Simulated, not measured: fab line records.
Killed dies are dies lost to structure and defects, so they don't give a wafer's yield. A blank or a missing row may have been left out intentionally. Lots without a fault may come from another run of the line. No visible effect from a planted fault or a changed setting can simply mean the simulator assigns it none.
fab line records	flow sky130
[record] lots = 6	wafers = 18	lastDay = 50
route steps=708 shown VIA1@475 METAL2@483
lots with no fault: from the same line, run without faults
startH: hours from the record's opening day to when the first of the lot's shown wafers began	waitH: hours since the lot's step before	" the same as in the row above	L1.1+2: a row that stands for several wafers	- either no value or no given start	* or withheld: withheld	< > ~ a bound
route shown NAME@n: names a module that has steps shown in the file, with the first one's number in the route	usual: the fault-free wafers' mean and standard deviation	same: alike in all rows	chamber/n: place in a boat	sites: readings site by site	_std_site: the values' standard deviation	_edge_site: inner sites' mean taken away from outer sites' mean	radiusMm: how far each site lies from the wafer's centre	mask NAME#n: copy n	behind: tool/chamber where the wafer was last shaped	hold: what put the lot on hold/how long, in hours/how the hold closed	device: the n, p or np transistor that did not switch	end of line: tests of these same wafers at the route's end	step lacking rows: just its recipe	killed: at the first sort, the dies lost to defects and structure; wafer yield is something else	map: a wafer's dies, x killed, . not, _ none there
set.NAME: the setting as run; set.NAME@STEP: as run at that earlier step	model.NAME: the simulator's own value behind a step, which no gauge read
certain route steps with their lots: each step a table, each wafer a row
services: a tool's chamber out of use, with start hour (startH, from the record's first day; less than 0 if before it), hours out, and reason
[[steps]]
[step SKY_VIA1_STRIP_17]
[recipe] chemistry = postEtchResidueRemover	timeS = 1200	tempC = 72.5
[step SKY_VIA1_CLEAN_18]
[recipe] chemistry = IPA	timeS = 180	tempC = 25
[step SKY_VIA1_CLEAN_19]
[recipe] chemistry = O3/DIW	dry = n2Spin
[step SKY_VIA1_SPUTTER_20]
[recipe] material = TiN	targetThkNm = 20	chamberPressurePa = 5	powerW = 4000	timeS = 80
[usual] cathodeDcPowerW = 3999.9/0.66	chamberPressurePa = 4.999/0.009	throttleValvePct = 30.0/1
lot.wafer	tool	chamber	startH	waitH	cathodeDcPowerW	chamberPressurePa	throttleValvePct
L738.2	pvdSputter-03	-	799.73	0.0	4000.6	4.998	30.0
L738.3	"	-	"	"	3999.5	5.019	30.2
L738.4	"	-	"	"	3999.3	5.003	30.4
L747.1	pvdSputter-04	-	873.23	0.0	4000.6	5.010	30.3
L747.2	"	-	"	"	4000.7	4.990	29.7
L747.3	"	-	"	"	3999.9	4.995	29.5
L748.1	pvdSputter-04	-	877.84	0.0	4000.7	4.992	30.4
L748.2	"	-	"	"	4000.3	5.006	29.8
L748.5	"	-	"	"	3999.1	4.997	29.7
L758.1	pvdSputter-02	-	944.37	0.0	4000.6	4.986	27.8
L758.2	"	-	"	"	4001.1	4.998	31.5
L758.4	"	-	"	"	4000.5	4.999	30.4
L760.1	pvdSputter-03	-	954.83	0.0	4000.3	5.014	30.3
L760.3	"	-	"	"	4000.2	5.012	30.0
L760.5	"	-	"	"	3999.2	5.007	30.7
L759.1	pvdSputter-04	-	961.37	0.0	3999.8	5.019	30.4
L759.3	"	-	"	"	3999.5	4.997	29.8
L759.6	"	-	"	"	4000.5	5.002	29.6
[step SKY_VIA1_CVD_21]
[recipe] material = W	targetThkNm = 270	timeS = 80.902	tempC = 400	pressureTorr = 40
[usual] chamberPressureTorr = 40.00/0.093	heaterPowerW = 915/69
lot.wafer	tool	chamber	startH	waitH	chamberPressureTorr	heaterPowerW
L738.2	cvdW-02	0	799.79	0.0	40.14	930
L738.3	"	0	"	"	39.99	919
L738.4	"	1	"	"	40.11	859
L747.1	cvdW-01	0	873.29	0.0	39.89	858
L747.2	"	1	"	"	40.00	1043
L747.3	"	0	"	"	39.95	846
L748.1	cvdW-01	1	877.90	0.0	40.01	1016
L748.2	"	1	"	"	39.95	1063
L748.5	"	1	"	"	39.94	1019
L758.1	cvdW-01	1	944.43	0.0	40.00	1015
L758.2	"	0	"	"	39.96	880
L758.4	"	1	"	"	40.00	1028
L760.1	cvdW-02	1	954.89	0.0	40.10	832
L760.3	"	0	"	"	39.90	905
L760.5	"	1	"	"	40.07	849
L759.1	cvdW-01	1	961.43	0.0	40.05	1032
L759.3	"	1	"	"	39.99	1022
L759.6	"	0	"	"	40.05	863
[step SKY_VIA1_RS_MEAS_22]
[recipe] thkMeasGauge = four-point-probe	reads = W_of_VIA1_CVD_21+TiN_of_VIA1_SPUTTER_20
[usual] VIA1_W_RS = 0.427/0.0039
lot.wafer	tool	chamber	startH	waitH	VIA1_W_RS[ohm/sq]
L738.2	filmMetro-02	-	799.90	0.1	0.425
L738.3	"	-	"	"	0.430
L738.4	"	-	"	"	0.426
L747.1	filmMetro-02	-	873.39	0.1	0.428
L747.2	"	-	"	"	0.424
L747.3	"	-	"	"	0.424
L748.1	filmMetro-02	-	878.08	0.2	0.426
L748.2	"	-	"	"	0.422
L748.5	"	-	"	"	0.427
L758.1	filmMetro-01	-	944.52	0.1	0.427
L758.2	"	-	"	"	0.426
L758.4	"	-	"	"	0.425
L760.1	filmMetro-02	-	954.99	0.1	0.430
L760.3	"	-	"	"	0.429
L760.5	"	-	"	"	0.428
L759.1	filmMetro-03	-	961.52	0.1	0.432
L759.3	"	-	"	"	0.431
L759.6	"	-	"	"	0.424
[step SKY_VIA1_THK_MEAS_23]
[recipe] thkMeasGauge = xrf	reads = W_of_VIA1_CVD_21
[usual] VIA1_W_THK = 276/3.1
lot.wafer	tool	chamber	startH	waitH	VIA1_W_THK[nm]
L738.2	filmMetro-02	-	800.01	0.1	275
L738.3	"	-	"	"	271
L738.4	"	-	"	"	276
L747.1	filmMetro-02	-	873.51	0.1	275
L747.2	"	-	"	"	278
L747.3	"	-	"	"	277
L748.1	filmMetro-02	-	878.20	0.1	276
L748.2	"	-	"	"	280
L748.5	"	-	"	"	277
L758.1	filmMetro-01	-	944.64	0.1	275
L758.2	"	-	"	"	276
L758.4	"	-	"	"	276
L760.1	filmMetro-02	-	955.11	0.1	273
L760.3	"	-	"	"	274
L760.5	"	-	"	"	272
L759.1	filmMetro-03	-	961.64	0.1	270
L759.3	"	-	"	"	270
L759.6	"	-	"	"	275
[step SKY_VIA1_CMP_24]
[recipe] stopOn = SiO2	tOverpolishS = 15	downForcePsi = 3.5	platenRpm = 60	targetThkNm = 0	padVelocityMS = 0.94248
[usual] motorCurrentA = 11.1/1.3	overpolishRunS = 15.000/0.0095	timeToEndpointS = 65.1/2.7
lot.wafer	tool	chamber	startH	waitH	motorCurrentA	overpolishRunS	timeToEndpointS
L738.4	cmp-02	3	800.06	0.0	13.3	15.004	65.6
L738.3	"	0	"	"	11.0	15.006	69.8
L738.2	"	2	"	"	9.0	15.002	63.1
L747.2	cmp-02	1	873.57	0.0	10.3	14.986	63.1
L747.3	"	2	"	"	9.4	15.001	63.3
L747.1	"	3	"	"	12.6	14.988	63.4
L748.2	cmp-01	0	878.31	0.1	11.5	15.003	63.2
L748.1	"	1	"	"	13.1	15.010	64.9
L748.5	"	3	"	"	10.3	14.995	62.9
L758.4	cmp-02	2	944.70	0.0	8.9	15.011	67.7
L758.2	"	3	"	"	13.2	14.986	67.3
L758.1	"	1	"	"	10.5	15.000	69.6
L760.1	cmp-01	0	955.17	0.1	12.4	15.001	65.3
L760.3	"	3	"	"	10.0	14.997	68.1
L760.5	"	1	"	"	13.0	14.994	65.3
L759.1	cmp-02	2	961.70	0.1	9.2	14.990	64.9
L759.3	"	1	"	"	10.5	15.005	65.9
L759.6	"	2	"	"	9.5	14.995	65.8
[step SKY_METAL2_SPUTTER_00]
[recipe] material = Ti	targetThkNm = 15	powerW = 3000	timeS = 10	chamberPressurePa = 0.4
[step SKY_METAL2_SPUTTER_01]
[recipe] material = TiN	targetThkNm = 20	powerW = 6500	timeS = 16.7	chamberPressurePa = 0.4
[step SKY_METAL2_SPUTTER_02]
[recipe] material = AlCu	targetThkNm = 250	powerW = 10600	timeS = 13.3	chamberPressurePa = 0.4
[usual] cathodeDcPowerW = 10600/2	chamberPressurePa = 0.4000/0.00085	throttleValvePct = 30.1/1.2
lot.wafer	tool	chamber	startH	waitH	cathodeDcPowerW	chamberPressurePa	throttleValvePct
L738.2	pvdSputter-01	-	800.41	0.0	10601	0.4005	29.7
L738.3	"	-	"	"	10598	0.3988	32.0
L738.4	"	-	"	"	10601	0.4007	27.8
L747.1	pvdSputter-03	-	873.91	0.0	10601	0.3983	30.2
L747.2	"	-	"	"	10600	0.3994	30.1
L747.3	"	-	"	"	10599	0.4006	31.2
L748.1	pvdSputter-03	-	878.61	0.0	10600	0.3992	30.6
L748.2	"	-	"	"	10598	0.4006	31.1
L748.5	"	-	"	"	10601	0.4003	30.4
L758.1	pvdSputter-04	-	945.05	0.0	10603	0.4001	30.3
L758.2	"	-	"	"	10601	0.4008	30.5
L758.4	"	-	"	"	10601	0.4006	29.5
L760.1	pvdSputter-03	-	955.51	0.0	10596	0.4009	29.9
L760.3	"	-	"	"	10602	0.3987	30.9
L760.5	"	-	"	"	10600	0.3983	30.3
L759.1	pvdSputter-01	-	962.05	0.0	10599	0.4013	27.6
L759.3	"	-	"	"	10604	0.3995	30.1
L759.6	"	-	"	"	10603	0.4008	29.9
[step SKY_METAL2_SPUTTER_03]
[recipe] material = Ti	targetThkNm = 5	powerW = 3000	timeS = 3.3	chamberPressurePa = 0.4133
[usual] cathodeDcPowerW = 3000.0/0.57	chamberPressurePa = 0.4133/0.00084	throttleValvePct = 30.1/1.2
lot.wafer	tool	chamber	startH	waitH	cathodeDcPowerW	chamberPressurePa	throttleValvePct
L738.2	pvdSputter-01	-	800.43	0.0	2998.8	0.4141	30.2
L738.3	"	-	"	"	3000.7	0.4134	31.8
L738.4	"	-	"	"	3000.1	0.4135	27.7
L747.1	pvdSputter-03	-	873.94	0.0	2999.4	0.4141	29.8
L747.2	"	-	"	"	2999.2	0.4142	30.3
L747.3	"	-	"	"	2999.4	0.4135	30.9
L748.1	pvdSputter-03	-	878.63	0.0	2999.7	0.4138	30.3
L748.2	"	-	"	"	2998.6	0.4145	30.6
L748.5	"	-	"	"	2999.8	0.4133	30.2
L758.1	pvdSputter-04	-	945.07	0.0	3000.2	0.4138	30.6
L758.2	"	-	"	"	3000.4	0.4134	30.7
L758.4	"	-	"	"	2999.9	0.4117	29.8
L760.1	pvdSputter-03	-	955.54	0.0	3000.2	0.4133	29.7
L760.3	"	-	"	"	2999.7	0.4138	30.8
L760.5	"	-	"	"	3000.6	0.4133	30.6
L759.1	pvdSputter-01	-	962.07	0.0	2999.3	0.4124	27.5
L759.3	"	-	"	"	2998.6	0.4126	30.0
L759.6	"	-	"	"	3000.7	0.4138	30.1
[step SKY_METAL2_SPUTTER_04]
[recipe] material = TiN	targetThkNm = 70	powerW = 6500	timeS = 58.3	chamberPressurePa = 0.4
[usual] cathodeDcPowerW = 6500.0/1.1	chamberPressurePa = 0.4001/0.00076	throttleValvePct = 30.2/1.2
lot.wafer	tool	chamber	startH	waitH	cathodeDcPowerW	chamberPressurePa	throttleValvePct
L738.2	pvdSputter-01	-	800.45	0.0	6501.4	0.3998	29.8
L738.3	"	-	"	"	6499.3	0.4001	31.9
L738.4	"	-	"	"	6498.9	0.3994	27.8
L747.1	pvdSputter-03	-	873.96	0.0	-	-	-
L747.2	"	-	"	"	-	-	-
L747.3	"	-	"	"	-	-	-
L748.1	pvdSputter-03	-	878.65	0.0	-	-	-
L748.2	"	-	"	"	-	-	-
L748.5	"	-	"	"	-	-	-
L758.1	pvdSputter-04	-	945.09	0.0	6499.4	0.3998	30.7
L758.2	"	-	"	"	6498.7	0.4006	30.5
L758.4	"	-	"	"	6497.5	0.4010	29.8
L760.1	pvdSputter-03	-	955.56	0.0	6499.1	0.3981	29.9
L760.3	"	-	"	"	6498.6	0.3995	31.1
L760.5	"	-	"	"	6501.1	0.4004	30.0
L759.1	pvdSputter-01	-	962.09	0.0	6500.2	0.4010	27.7
L759.3	"	-	"	"	6499.2	0.4022	30.1
L759.6	"	-	"	"	6502.1	0.4008	30.0
[step SKY_METAL2_THK_MEAS_06]
[recipe] thkMeasGauge = xrf	reads = AlCu_of_METAL2_SPUTTER_02
[usual] METAL2_ALCU_THK = 250.0/2.4
lot.wafer	tool	chamber	startH	waitH	hold	METAL2_ALCU_THK[nm]
L738.2	filmMetro-04	-	800.63	0.1	-	251.3
L738.3	"	-	"	"	-	251.3
L738.4	"	-	"	"	-	251.5
L747.1	filmMetro-04	-	876.46	2.1	awaitDispo/0.2h/release	293.1
L747.2	"	-	"	"	awaitDispo/0.2h/release	293.0
L747.3	"	-	"	"	awaitDispo/0.2h/release	291.1
L747.1	filmMetro-04	-	876.69	0.2	-	291.4
L747.2	"	-	"	"	-	293.1
L747.3	"	-	"	"	-	289.5
L748.1	filmMetro-02	-	881.64	2.6	awaitDispo/0.2h/release	288.0
L748.2	"	-	"	"	awaitDispo/0.2h/release	285.4
L748.5	"	-	"	"	awaitDispo/0.2h/release	289.9
L748.1	filmMetro-02	-	881.87	0.2	-	288.4
L748.2	"	-	"	"	-	285.8
L748.5	"	-	"	"	-	287.9
L758.1	filmMetro-04	-	945.26	0.1	-	250.8
L758.2	"	-	"	"	-	250.5
L758.4	"	-	"	"	-	249.2
L760.1	filmMetro-04	-	955.73	0.1	-	250.9
L760.3	"	-	"	"	-	252.6
L760.5	"	-	"	"	-	251.2
L759.1	filmMetro-04	-	962.26	0.1	-	249.8
L759.3	"	-	"	"	-	249.8
L759.6	"	-	"	"	-	248.8
[[services]]
tool	chamber	startH	hours	kind
cvdW-02	0	776.55	2.5	repair
pvdSputter-04	-	778.15	0.7	repair
cvdW-02	-	781.77	6.9	pm
pvdSputter-04	-	792.23	0.8	repair
cvdW-01	-	793.60	37.2	repair
cvdW-02	0	801.81	11.4	repair
cvdW-02	-	813.32	5.5	repair
pvdSputter-04	-	815.61	3.7	repair
pvdSputter-04	-	822.61	7.9	repair
cvdW-01	-	833.81	2.3	repair
pvdSputter-04	2	855.52	-	consumableReplace:kit
pvdSputter-04	2	855.52	18.0	scheduledDown
cmp-02	-	856.66	0.4	repair
pvdSputter-01	-	865.20	1.9	repair
cvdW-01	0	874.94	3.7	repair
pvdSputter-04	-	883.94	1.9	repair
pvdSputter-01	-	887.18	3.8	repair
cvdW-01	0	889.31	4.1	repair
cmp-02	-	893.60	2.6	repair
pvdSputter-02	-	903.76	0.9	repair
cvdW-02	-	904.00	14.0	pm
pvdSputter-03	-	911.61	21.2	repair
cmp-01	-	912.00	4.0	pm
pvdSputter-01	-	914.43	2.3	repair
[[key]]
[firstSign] step = SKY_METAL2_SPUTTER_04	reading = toolRecord	direction = missing
[effect] step = SKY_METAL2_THK_MEAS_06	reading = visit	direction = added
[effect] step = SKY_METAL2_THK_MEAS_06	reading = METAL2_ALCU_THK	direction = up	sigmas = 17	usual = 250.0	struck = 290.1
metAt SKY_METAL2_SPUTTER_04
struckWafers L747.1,L747.2,L747.3,L748.1,L748.2,L748.5
laterRowsLeftOut L747.1,L747.2,L747.3,L748.1,L748.2,L748.5
sortLeftOut L747.1,L747.2,L747.3,L748.1,L748.2,L748.5
[fault] kind = skippedStepWhole	tool = pvdSputter-03	chamber = -	onsetH = 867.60	steps = SKY_METAL2_SPUTTER_04	scope = struckLotsOnly
// sortLeftOut: the simulated sort isn't trusted on such a fault, so these wafers' sort isn't shown, and their yield isn't known
// laterRowsLeftOut: the simulator's readings of these wafers behind a module that went badly wrong aren't trusted and aren't shown, but for the sort
